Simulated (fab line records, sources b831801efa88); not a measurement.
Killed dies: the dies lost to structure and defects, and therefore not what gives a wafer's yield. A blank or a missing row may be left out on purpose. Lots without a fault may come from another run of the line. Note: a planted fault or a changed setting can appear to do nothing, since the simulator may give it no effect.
The tool behind it: which one? || flow sfq line || 7 lots, 21 wafers sampled, at 5 steps of a route of 325

== WHAT THE GAUGES SHOWED, per wafer ==
SFQ_M4_OVL_MEAS_926.
{"lot": "L416", "measured": "day 37 05:31", "on": "overlay-02", "M4_OVL (nm)": "-4 -6 1"}
{"lot": "L418", "measured": "day 40 23:39", "on": "overlay-01", "M4_OVL (nm)": "-6 -5 -2"}
{"lot": "L420", "measured": "day 41 05:40", "on": "overlay-01", "M4_OVL (nm)": "28 19 29 31 22 33"}
{"lot": "L424", "measured": "day 45 05:37", "on": "overlay-01", "M4_OVL (nm)": "-5 2 -8"}
{"lot": "L430", "measured": "day 45 18:49", "on": "overlay-02", "M4_OVL (nm)": "-10 -8 -18"}
{"lot": "L435", "measured": "day 46 05:37", "on": "overlay-01", "M4_OVL (nm)": "0 0 2"}
{"lot": "L437", "measured": "day 46 12:50", "on": "overlay-01", "M4_OVL (nm)": "7 -2 7"}

== WHICH TOOL RAN EACH LOT (tool, then ch and the chambers of the sampled wafers, then the start) ==
{"lot": "L416", "SFQ_TRILAYER_L0_ETCH_METAL_ETCH_008": "rie metal-02 ch 1, day 2 15:06", "SFQ_TRILAYER_M0_BARC_OPEN_METAL_ETCH_031": "rie metal-01 ch 0,1, day 6 19:44", "SFQ_TRILAYER_I2_VIA_STRIP_STRIP_071": "rie metal-04 ch 0,1, day 24 00:50", "SFQ_TRILAYER_M4_LITHO_EXPOSE_094": "krf scanner-02 ch 0, day 37 04:01"}
{"lot": "L418", "SFQ_TRILAYER_L0_ETCH_METAL_ETCH_008": "rie metal-04 ch 0,1, day 3 08:07", "SFQ_TRILAYER_M0_BARC_OPEN_METAL_ETCH_031": "rie metal-03 ch 0,1, day 7 13:50", "SFQ_TRILAYER_I2_VIA_STRIP_STRIP_071": "rie metal-03 ch 0,1, day 25 23:35", "SFQ_TRILAYER_M4_LITHO_EXPOSE_094": "krf scanner-01 ch 0, day 40 22:09"}
{"lot": "L420", "SFQ_TRILAYER_L0_ETCH_METAL_ETCH_008": "rie metal-04 ch 0, day 3 19:01", "SFQ_TRILAYER_M0_BARC_OPEN_METAL_ETCH_031": "rie metal-03 ch 0,1, day 8 02:36", "SFQ_TRILAYER_I2_VIA_STRIP_STRIP_071": "rie metal-03 ch 0,1, day 26 04:35", "SFQ_TRILAYER_M4_LITHO_EXPOSE_094": "krf scanner-01 ch 0, day 41 04:33"}
{"lot": "L424", "SFQ_TRILAYER_L0_ETCH_METAL_ETCH_008": "rie metal-04 ch 0,1, day 4 14:52", "SFQ_TRILAYER_M0_BARC_OPEN_METAL_ETCH_031": "rie metal-04 ch 0,1, day 8 17:59", "SFQ_TRILAYER_I2_VIA_STRIP_STRIP_071": "rie metal-02 ch 0, day 32 00:20", "SFQ_TRILAYER_M4_LITHO_EXPOSE_094": "krf scanner-02 ch 0, day 45 04:07"}
{"lot": "L430", "SFQ_TRILAYER_L0_ETCH_METAL_ETCH_008": "rie metal-02 ch 0, day 5 17:16", "SFQ_TRILAYER_M0_BARC_OPEN_METAL_ETCH_031": "rie metal-04 ch 0, day 10 03:35", "SFQ_TRILAYER_I2_VIA_STRIP_STRIP_071": "rie metal-02 ch 0,1, day 32 15:56", "SFQ_TRILAYER_M4_LITHO_EXPOSE_094": "krf scanner-02 ch 0, day 45 17:19"}
{"lot": "L435", "SFQ_TRILAYER_L0_ETCH_METAL_ETCH_008": "rie metal-04 ch 0,1, day 6 19:44", "SFQ_TRILAYER_M0_BARC_OPEN_METAL_ETCH_031": "rie metal-03 ch 0,1, day 11 14:23", "SFQ_TRILAYER_I2_VIA_STRIP_STRIP_071": "rie metal-03 ch 0,1, day 33 00:20", "SFQ_TRILAYER_M4_LITHO_EXPOSE_094": "krf scanner-02 ch 0, day 46 04:07"}
{"lot": "L437", "SFQ_TRILAYER_L0_ETCH_METAL_ETCH_008": "rie metal-02 ch 0,1, day 7 06:32", "SFQ_TRILAYER_M0_BARC_OPEN_METAL_ETCH_031": "rie metal-03 ch 0,1, day 11 22:48", "SFQ_TRILAYER_I2_VIA_STRIP_STRIP_071": "rie metal-03 ch 0,1, day 33 10:08", "SFQ_TRILAYER_M4_LITHO_EXPOSE_094": "krf scanner-02 ch 0, day 46 11:43"}
- SFQ_TRILAYER_L0_ETCH_METAL_ETCH_008: etches MoNx KI in SF6/O2, stops on SiO2, target depth 50 nm, time 25 s.
- SFQ_TRILAYER_M0_BARC_OPEN_METAL_ETCH_031: etches BARC in O2, target depth 125 nm, time 41.7 s.
- SFQ_TRILAYER_I2_VIA_STRIP_STRIP_071: strips in O2.
- SFQ_TRILAYER_M4_LITHO_EXPOSE_094: exposes mask M4, target cd 500 nm.

== THE ANSWER, worked out from the rows above alone ==
Rule: the usual values come from the lots themselves. Put in order of their means at a reading, lots are off if they are a third of the lots or fewer, leave a main group of 4 or more, and stand apart from it by a gap of 3 or more times the standard deviation of the main group's means; of several such gaps the widest counts. Not used: any main group whose means are identical at the precision the tables above print for the reading. A lot without any number at a reading at which 4 lots or more have one is off too. Where the step has rows for the other lots, those lots are counted as sound.
Off: L420, at SFQ_M4_OVL_MEAS_926 (M4_OVL). Main group: mean -3 nm, sd 4.9.
If a tool, at a process step before that reading, ran all the lots that are off and no sound lot after the first of them, it fits. Those tools and the gauges at SFQ_M4_OVL_MEAS_926 are tried in the same way. One fits: SFQ_TRILAYER_M4_LITHO_EXPOSE_094 on krf scanner-01. A fault onset in the window from L418 (day 40 22:09, its last sound lot) to L420 (day 41 04:33, its first lot off) fits.

== WHAT THE SIMULATOR HAD INSERTED ==
Scanner matching overlay: krf scanner-01, from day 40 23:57 on, at SFQ_TRILAYER_M4_LITHO_EXPOSE_094. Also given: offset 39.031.
Struck lots among those shown: L420. The rule above reached the same finding.
